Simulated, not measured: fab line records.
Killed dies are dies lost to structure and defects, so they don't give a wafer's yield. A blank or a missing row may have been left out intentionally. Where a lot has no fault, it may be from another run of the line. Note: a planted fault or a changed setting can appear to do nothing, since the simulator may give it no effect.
Struck lot and sound lot, side by side	flow sky130	15 out of 708 route steps
Sound: wafers L966.2, L966.3, L966.6. The struck wafers were L971.1, L971.2, L971.6. The cause comes at the end.
Per side, at each step with rows, come the tool, then ch with its chambers, and then its first start. Under that, the readings that differ: sound wafers	struck wafers	difference of the means	sigmas: that difference in standard deviations of wafers without a fault.
alike: words and numbers the same on both sides, and readings whose means are apart by under 2 such deviations; not compared: readings that were withheld, readings missing a value for some wafer, numbers with overlapping values and no deviation given by the record, and bounds like >300 which may hide the same value.
Wherever a step has rows on one side only, a row that says differs or no value, or a row with sigmas, the two part there. Non-overlapping numbers with no deviation appear without sigmas and do not part them. Lack of a reading on every wafer of one side parts them only where that side has two or more wafers.

first, 1 step without rows for these wafers: SKY_PWDE_IMPLANT_08.
SKY_PWDE_STRIP_09: strips in O2/N2.
  sound on plasmaAsher-02 ch 0,1, day 4 10:36; struck on plasmaAsher-02 ch 0,1, day 5 12:09
  alike: drypumpMotorCurrentA, oesProductAu, stripTimeToEndpointS
  not compared: rfHoursCounterH
SKY_PWDE_TW_MEAS_10:
  sound on filmMetro-01 at day 4 10:43; struck on filmMetro-03 at day 5 12:15
  alike: PWDE_TW
then, 7 steps without rows for these wafers: SKY_NWELL_DEHYDRATE_03 (time 60 s); SKY_NWELL_HMDS_04 (prime time 60 s); SKY_NWELL_COAT_05 (resist thk 3000 nm); SKY_NWELL_SOFTBAKE_06; SKY_NWELL_EXPOSE_07 (exposes mask NWM, target cd 840 nm); SKY_NWELL_PEB_08; SKY_NWELL_DEVELOP_09 (develop time 60 s).
SKY_NWELL_OVL_MEAS_10:
  sound on overlay-02 at day 5 03:55; struck on overlay-01 at day 6 06:53
  alike: NWELL_00_OVL
following that, these wafers have no rows for 1 step: SKY_NWELL_IMPLANT_11.
SKY_NWELL_IMPLANT_12:
  sound on implanter-01 ch 0, day 5 04:07; struck on implanter-01 ch 0, day 6 07:04
reading	sound	struck	difference	sigmas
beamEnergyKeV	119.97 120.00 119.99	122.56 122.58 122.57	+2.58	+81
  alike: beamOnS, faradayCurrentUA
following that, these wafers have no rows for 1 step: SKY_NWELL_IMPLANT_13.
-- the record jumps here: 42 days lie between the struck wafers' starts before and after (it left off in module NWELL and takes up again in module PAD_OPEN, whose first step shown is number 708 of the route) --
SKY_PAD_OPEN_PROBE_99:
  sound on prober-01 at day 46 09:29; struck on prober-01 at day 48 00:53
  alike: killed_at_M0_to_M3, killed_at_M4_up, killedAtContacts, killedAtFrontEnd, killedAtOther, killedDies, killedOpen, killedShort

== WHERE THEY PART ==
Only at SKY_NWELL_IMPLANT_12, within this record. Later steps at which nothing parts them and some readings are alike: SKY_PAD_OPEN_PROBE_99.

WHY: the cause the simulator had injected
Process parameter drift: implanter-01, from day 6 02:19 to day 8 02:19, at SKY_NWELL_IMPLANT_12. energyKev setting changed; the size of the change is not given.
